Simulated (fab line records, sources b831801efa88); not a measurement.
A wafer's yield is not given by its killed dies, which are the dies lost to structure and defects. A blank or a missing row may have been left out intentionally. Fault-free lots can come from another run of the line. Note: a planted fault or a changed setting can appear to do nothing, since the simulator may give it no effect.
Matching of chambers | flow sky130 | rie-si-02 running SKY_POLY_GATE_ETCH_17: 4 sister chambers
The step etches poly-Si in HBr/Cl2, stops on SiO2, target depth 180 nm, time 70.5 s. 4 wafers are shown with their chamber, then 7 later ones without.

## WAFERS PAIRED WITH THEIR CHAMBERS
wafer  | chamber | drypump-motor-current-A (A)
L793.2 | 1       | 5.5
L795.1 | 3       | 5.3
L795.3 | 0       | 5.7
L795.4 | 2       | 6.0

## WAFERS WITHOUT THEIR CHAMBER
wafer  | drypump-motor-current-A (A)
L796.3 | 6.0
L796.4 | 5.6
L798.3 | 5.5
L798.5 | 6.0
L807.1 | 6.0
L807.3 | 5.7
L807.5 | 5.3

## WHICH CHAMBER EACH ONE RAN IN
wafer  | from the rows above     | in truth
L796.3 | 2                       | 2
L796.4 | can't be placed: 1 or 0 | 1
L798.3 | 1                       | 1
L798.5 | 2                       | 2
L807.1 | 2                       | 2
L807.3 | 0                       | 0
L807.5 | 3                       | 3
Correctly placed: 6 of 7. Unplaceable from these rows: 1, with the true chamber sitting among the candidates in 1. Number placed wrongly: 0.
How it was worked out, from the rows above alone: a wafer's distance from a chamber is the root of the sum, over the readings, of the square of ((its reading less the chamber's mean) divided by the reading's scatter). If the next closest chamber is less than 2 further off than the closest, the wafer can't be placed; otherwise it belongs to the closest. For every chamber, the mean is computed from those of its wafers that are shown. The scatter: root of mean squared gap, hidden wafer to nearest shown wafer, with one shown wafer a chamber.
